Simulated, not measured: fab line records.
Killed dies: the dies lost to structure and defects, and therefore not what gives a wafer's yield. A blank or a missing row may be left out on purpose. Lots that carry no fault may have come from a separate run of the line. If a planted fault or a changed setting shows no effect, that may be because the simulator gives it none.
fab line records	flow gf180mcu
[record] lots = 5	wafers = 15	last_day = 34
route steps=602 shown HV_LDD@234 NSD@235 PSD@248
lots that met no fault: taken from a fault-free run of the same line
start_h: hours from the record's first day to the start of the lot's first wafer shown	wait_h: time in hours since the lot's previous step	" identical to the entry in the row above	L1.1+2: a row that stands for several wafers	- either no value or no given start	* or withheld: withheld	< > ~ a bound
route shown NAME@n: NAME is a module with steps in the file, n the number in the route of the first one	usual: average and standard deviation across the fault-free wafers	same: alike in all rows	chamber/n: place in a boat	sites: each site's reading	_std_site: how widely they spread, as a standard deviation	_edge_site: mean of outer sites minus mean of inner sites	radius_mm: for every site, how far away it sits from the centre of the wafer	mask NAME#n: copy n	behind: tool/chamber where the wafer was last shaped	hold: the reason the lot was held/the length of the hold in hours/how it ended	device: which transistor (n, p or np) failed to switch	end of line: at the end of the route, the tests of the same wafers	for a step that has no rows: nothing shown but its recipe	killed: dies that structure and defects cost at the first sort, which is not the same as the wafer's yield	map: a wafer's dies, x killed, . not, _ none there
set.NAME: the setting as run; set.NAME@STEP: as run at that earlier step	model.NAME: the simulator's own value behind a step, which no gauge read
certain route steps with their lots: each step a table, each wafer a row
services: when a tool's chamber went out of use (start_h, in hours from the record's first day, below 0 if earlier), for how many hours, and the reason
[[steps]]
[step GF_HV_LDD_ETCHBACK_58]
[recipe] chemistry = CH3F/O2	target = Si3N4	stop_on = SiO2	source_w = 400	bias_w = 80	pressure_mtorr = 25	ch3f_flow_sccm = 40	O2_flow_sccm = 30	time_s = 100	target_depth_a = 900
[usual] ch3f_flow_sccm = 40.00/0.11	drypump_motor_current_A = 5.7/0.34	oes_product_au = 0.841/0.0061	throttle_valve_pct = 10.562/0.01
lot.wafer	tool	chamber	start_h	wait_h	ch3f_flow_sccm	drypump_motor_current_A	oes_product_au	rf_hours_counter_h	throttle_valve_pct
L917.1	rie_diel-03	0	296.34	0.1	39.92	5.6	0.850	6	10.573
L917.3	"	2	"	"	39.81	6.0	0.846	114	10.569
L917.4	"	1	"	"	39.93	5.6	0.849	5	10.559
L918.1	rie_diel-04	3	306.14	0.1	39.90	5.3	0.835	108	10.581
L918.2	"	1	"	"	40.01	5.7	0.848	46	10.574
L918.4	"	0	"	"	40.16	5.5	0.845	9	10.571
L930.1	rie_diel-01	1	401.46	0.1	39.94	6.0	0.846	3	10.561
L930.4	"	0	"	"	40.15	5.6	0.845	-	10.555
L930.6	"	1	"	"	40.11	6.0	0.835	-	10.565
L931.1	rie_diel-04	2	406.21	0.1	40.02	5.5	0.843	10	10.559
L931.2	"	3	"	"	39.76	5.3	0.842	111	10.551
L931.3	"	0	"	"	40.06	5.5	0.850	12	10.560
L936.1	rie_diel-04	2	446.22	0.1	40.14	5.4	0.835	11	10.584
L936.2	"	1	"	"	40.15	5.7	0.839	50	10.564
L936.4	"	0	"	"	39.96	5.5	0.830	-	10.560
[step GF_NSD_DEHYDRATE_00]
[recipe] temp_c = 200	time_s = 60
[step GF_NSD_HMDS_01]
[recipe] prime_time_s = 60	prime_temp_c = 120
[step GF_NSD_COAT_02]
[recipe] resist = NOVOLAK	spin_rpm = 3000	resist_thk_nm = 1000
[step GF_NSD_SOFTBAKE_03]
[recipe] temp_c = 90	time_s = 60	resist = NOVOLAK
[step GF_NSD_EXPOSE_04]
[recipe] mask_id = Nplus	target_cd_nm = 400	na = 0.6	source_shape = conventional	sigma_outer = 0.6	dose_mj = 140
[step GF_NSD_PEB_05]
[recipe] temp_c = withheld	time_s = *	resist = NOVOLAK
[step GF_NSD_DEVELOP_06]
[recipe] develop_time_s = 60	dev_temp_c = 23
[step GF_NSD_CD_MEAS_07]
[recipe] target_cd_nm = 400
[usual] cd_nm = 400.5/2.1
lot.wafer	tool	chamber	start_h	wait_h	cd_nm
L917.1	cd_sem-02	-	316.98	0.1	404.1
L917.3	"	-	"	"	404.2
L917.4	"	-	"	"	403.2
L918.1	cd_sem-02	-	326.73	0.1	398.6
L918.2	"	-	"	"	402.2
L918.4	"	-	"	"	400.7
L930.1	cd_sem-02	-	425.67	0.1	402.6
L930.4	"	-	"	"	402.6
L930.6	"	-	"	"	400.9
L931.1	cd_sem-01	-	429.12	0.1	401.4
L931.2	"	-	"	"	398.5
L931.3	"	-	"	"	400.8
L936.1	cd_sem-02	-	471.07	0.1	402.8
L936.2	"	-	"	"	402.3
L936.4	"	-	"	"	401.8
[step GF_NSD_OVL_MEAS_08]
[usual] NSD_OVL = -0.4/1.5
lot.wafer	tool	chamber	start_h	wait_h	NSD_OVL[nm]
L917.1	overlay-01	-	317.10	0.1	0.9
L917.3	"	-	"	"	0.4
L917.4	"	-	"	"	0.0
L918.1	overlay-02	-	326.85	0.1	-1.4
L918.2	"	-	"	"	-4.0
L918.4	"	-	"	"	-1.4
L930.1	overlay-02	-	425.79	0.1	-0.2
L930.4	"	-	"	"	0.2
L930.6	"	-	"	"	2.2
L931.1	overlay-01	-	429.24	0.1	-2.0
L931.2	"	-	"	"	-1.0
L931.3	"	-	"	"	-1.3
L936.1	overlay-01	-	471.19	0.1	0.7
L936.2	"	-	"	"	-0.8
L936.4	"	-	"	"	2.6
[step GF_NSD_IMPLANT_09]
[recipe] species = As	energy_kev = 61.18	dose_cm2 = 4e+15	tilt_deg = 7
[step GF_NSD_IMPLANT_10]
[recipe] species = P	energy_kev = 40	dose_cm2 = 5e+14	tilt_deg = 7
[step GF_NSD_STRIP_11]
[recipe] chemistry = O2/N2	power_w = 1400	pressure_mtorr = 1500	platen_temp_c = 250	o2_flow_sccm = 3000	n2_flow_sccm = 300	overash_fraction = 0.5
[usual] drypump_motor_current_A = 5.8/0.45	heater_power_w = 337/29	oes_product_au = 0.486/0.0048	strip_time_to_endpoint_s = 23.13/0.041
lot.wafer	tool	chamber	start_h	wait_h	drypump_motor_current_A	heater_power_w	oes_product_au	rf_hours_counter_h	strip_time_to_endpoint_s	model.NOVOLAK_of_NSD_COAT_02.thk_nm
L917.1	plasma_asher-04	1	317.44	0.1	5.5	359	0.485	70	23.12	0
L917.3	"	1	"	"	5.5	378	0.490	-	23.10	0
L917.4	"	0	"	"	5.5	369	0.486	-	23.10	0
L918.1	plasma_asher-03	0	327.19	0.1	5.6	306	0.489	66	23.14	0
L918.2	"	1	"	"	6.5	303	0.492	66	23.13	0
L918.4	"	1	"	"	6.5	304	0.481	-	23.06	0
L930.1	plasma_asher-04	1	426.12	0.1	5.5	366	0.491	82	23.09	0
L930.4	"	1	"	"	5.5	380	0.487	-	23.07	0
L930.6	"	0	"	"	5.5	363	0.489	-	23.13	0
L931.1	plasma_asher-04	1	429.57	0.1	5.5	369	0.481	83	-	396.9
L931.2	"	0	"	"	5.5	361	0.477	83	-	397.1
L931.3	"	1	"	"	5.5	374	0.490	-	-	396.3
L936.1	plasma_asher-01	1	471.52	0.1	6.3	321	0.485	74	23.12	0
L936.2	"	0	"	"	5.2	336	0.478	74	23.13	0
L936.4	"	0	"	"	5.2	331	0.486	-	23.15	0
[step GF_NSD_TW_MEAS_12]
[usual] NSD_TW = 4260/40
lot.wafer	tool	chamber	start_h	wait_h	NSD_TW
L917.1	film_metro-02	-	317.54	0.1	4233
L917.3	"	-	"	"	4229
L917.4	"	-	"	"	4237
L918.1	film_metro-04	-	327.29	0.1	4261
L918.2	"	-	"	"	4250
L918.4	"	-	"	"	4237
L930.1	film_metro-02	-	426.22	0.1	4237
L930.4	"	-	"	"	4248
L930.6	"	-	"	"	4231
L931.1	film_metro-02	-	429.67	0.1	4255
L931.2	"	-	"	"	4265
L931.3	"	-	"	"	4278
L936.1	film_metro-02	-	471.62	0.1	4270
L936.2	"	-	"	"	4269
L936.4	"	-	"	"	4267
[step GF_PSD_DEHYDRATE_00]
[recipe] temp_c = 200	time_s = 60
[step GF_PSD_HMDS_01]
[recipe] prime_time_s = 60	prime_temp_c = 120
[step GF_PSD_COAT_02]
[recipe] resist = NOVOLAK	spin_rpm = 3000	resist_thk_nm = 1000
[step GF_PSD_SOFTBAKE_03]
[recipe] temp_c = 90	time_s = 60	resist = NOVOLAK
[step GF_PSD_EXPOSE_04]
[recipe] mask_id = Pplus	target_cd_nm = 400	na = 0.6	source_shape = conventional	sigma_outer = 0.6	dose_mj = 140
[step GF_PSD_PEB_05]
[recipe] temp_c = withheld	time_s = *	resist = NOVOLAK
[step GF_PSD_DEVELOP_06]
[recipe] develop_time_s = 60	dev_temp_c = 23
[step GF_PSD_CD_MEAS_07]
[recipe] target_cd_nm = 400
[usual] cd_nm = 401.0/2
lot.wafer	tool	chamber	start_h	wait_h	cd_nm
L917.1	cd_sem-02	-	338.66	0.1	399.6
L917.3	"	-	"	"	400.3
L917.4	"	-	"	"	400.4
L918.1	cd_sem-01	-	348.76	0.1	398.2
L918.2	"	-	"	"	398.4
L918.4	"	-	"	"	396.8
L930.1	cd_sem-01	-	450.22	0.1	399.4
L930.4	"	-	"	"	399.2
L930.6	"	-	"	"	398.1
L931.1	cd_sem-01	-	453.57	0.1	397.2
L931.2	"	-	"	"	398.7
L931.3	"	-	"	"	397.5
L936.1	cd_sem-01	-	495.27	0.1	399.3
L936.2	"	-	"	"	400.4
L936.4	"	-	"	"	398.8
[step GF_PSD_OVL_MEAS_08]
[usual] PSD_OVL = 0.0/1.5
lot.wafer	tool	chamber	start_h	wait_h	PSD_OVL[nm]
L917.1	overlay-01	-	338.78	0.1	-0.1
L917.3	"	-	"	"	0.0
L917.4	"	-	"	"	0.8
L918.1	overlay-02	-	348.88	0.1	1.6
L918.2	"	-	"	"	-0.5
L918.4	"	-	"	"	0.6
L930.1	overlay-02	-	450.34	0.1	0.8
L930.4	"	-	"	"	-1.3
L930.6	"	-	"	"	1.3
L931.1	overlay-02	-	453.69	0.1	1.2
L931.2	"	-	"	"	-0.6
L931.3	"	-	"	"	-0.5
L936.1	overlay-02	-	495.39	0.1	-1.0
L936.2	"	-	"	"	2.7
L936.4	"	-	"	"	0.8
[step GF_PSD_IMPLANT_09]
[recipe] species = BF2	energy_kev = 40	dose_cm2 = 1.5e+15	tilt_deg = 7
[step GF_PSD_STRIP_10]
[recipe] chemistry = O2/N2	power_w = 1400	pressure_mtorr = 1500	platen_temp_c = 250	o2_flow_sccm = 3000	n2_flow_sccm = 300	overash_fraction = 0.5
[usual] drypump_motor_current_A = 5.8/0.35	heater_power_w = 352/35	oes_product_au = 0.592/0.0044	strip_time_to_endpoint_s = 16.53/0.035
lot.wafer	tool	chamber	start_h	wait_h	drypump_motor_current_A	heater_power_w	oes_product_au	rf_hours_counter_h	strip_time_to_endpoint_s
L917.1	plasma_asher-03	0	338.97	0.1	5.6	308	0.586	67	16.59
L917.3	"	0	"	"	5.6	314	0.600	-	16.53
L917.4	"	1	"	"	6.5	308	0.599	-	16.55
L918.1	plasma_asher-03	0	349.07	0.1	5.6	317	0.599	68	16.49
L918.2	"	1	"	"	6.4	297	0.597	68	16.47
L918.4	"	1	"	"	6.5	293	0.597	-	16.51
L930.1	plasma_asher-04	0	450.52	0.1	5.5	374	0.591	84	16.46
L930.4	"	0	"	"	5.5	378	0.590	-	16.49
L930.6	"	1	"	"	5.5	366	0.587	-	16.52
L931.1	plasma_asher-03	1	453.87	0.1	6.5	325	0.630	3	22.50
L931.2	"	0	"	"	5.6	319	0.623	3	22.49
L931.3	"	0	"	"	5.6	318	0.626	-	22.49
L936.1	plasma_asher-02	1	495.57	0.1	5.9	379	0.590	33	16.55
L936.2	"	0	"	"	5.7	395	0.599	33	16.54
L936.4	"	0	"	"	5.8	395	0.585	-	16.57
[step GF_PSD_TW_MEAS_11]
[usual] PSD_TW = 3186/23
lot.wafer	tool	chamber	start_h	wait_h	PSD_TW
L917.1	film_metro-02	-	339.07	0.1	3163
L917.3	"	-	"	"	3170
L917.4	"	-	"	"	3162
L918.1	film_metro-02	-	349.17	0.1	3164
L918.2	"	-	"	"	3161
L918.4	"	-	"	"	3175
L930.1	film_metro-01	-	450.62	0.1	3209
L930.4	"	-	"	"	3220
L930.6	"	-	"	"	3200
L931.1	film_metro-01	-	453.97	0.1	30
L931.2	"	-	"	"	30
L931.3	"	-	"	"	30
L936.1	film_metro-01	-	495.67	0.1	3196
L936.2	"	-	"	"	3195
L936.4	"	-	"	"	3174
[step GF_PSD_CLEAN_12]
[recipe] chemistry = SC1/SC2	mix = 1:4:20	temp_c = 70	time_s = 150	dry = n2_spin
[[services]]
tool	chamber	start_h	hours	kind
rie_diel-01	1	277.21	4.7	repair
rie_diel-04	1	285.88	2.4	repair
plasma_asher-04	-	289.55	0.5	repair
rie_diel-01	2	318.30	2.3	repair
plasma_asher-04	-	329.05	0.7	repair
plasma_asher-03	-	343.21	2.5	repair
plasma_asher-02	-	369.13	19.6	repair
plasma_asher-02	-	389.23	13.7	repair
rie_diel-01	2	397.09	7.0	repair
rie_diel-04	2	418.39	3.4	repair
plasma_asher-03	-	421.25	9.0	pm
plasma_asher-03	0	421.25	9.0	vent_cycle
plasma_asher-03	1	421.25	9.0	vent_cycle
rie_diel-01	2	421.58	8.8	repair
rie_diel-04	3	424.70	-	clean
rie_diel-04	3	424.70	37.6	scheduled_down
rie_diel-04	3	424.70	37.6	vent_cycle
plasma_asher-03	0	430.25	-	clean
plasma_asher-03	1	430.25	-	clean
rie_diel-01	3	430.27	3.5	repair
rie_diel-03	3	431.49	4.1	repair
plasma_asher-04	-	438.40	11.9	repair
rie_diel-01	0	471.02	4.1	repair
rie_diel-03	0	484.83	8.6	repair
[[key]]
[first_sign] step = GF_PSD_STRIP_10	reading = strip_time_to_endpoint_s	direction = up	sigmas = 99+	usual = *	struck = *
[effect] step = GF_PSD_STRIP_10	reading = oes_product_au	direction = up	sigmas = 8	usual = 0.592	struck = 0.626
[effect] step = GF_PSD_TW_MEAS_11	reading = PSD_TW	direction = down	sigmas = 99+	usual = 3186	struck = 30
[model_effect] step = GF_NSD_STRIP_11	value = NOVOLAK_of_NSD_COAT_02.thk_nm	without = 0	struck = 396.8
met_at GF_NSD_STRIP_11
struck_wafers L931.1,L931.2,L931.3
sort_left_out L931.1,L931.2,L931.3
tester_left_out L931
onset_between 426.12 429.57
also_fits GF_PSD_STRIP_10:plasma_asher-03
[fault] kind = strip_aborted	tool = plasma_asher-04	chamber = -	onset_h = 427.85	steps = GF_NSD_STRIP_11	offset = 0.50122	end_h = 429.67
// tester_left_out: of these lots the tester's yield and bins aren't shown, on N5 and GAA mostly nor the transistor test; their killed dies are dies lost to structure and defects alone, not to doping, threshold or leakage, so they don't give the yield
// sort_left_out: the simulated sort isn't trusted on such a fault, so these wafers' sort isn't shown, and their yield isn't known
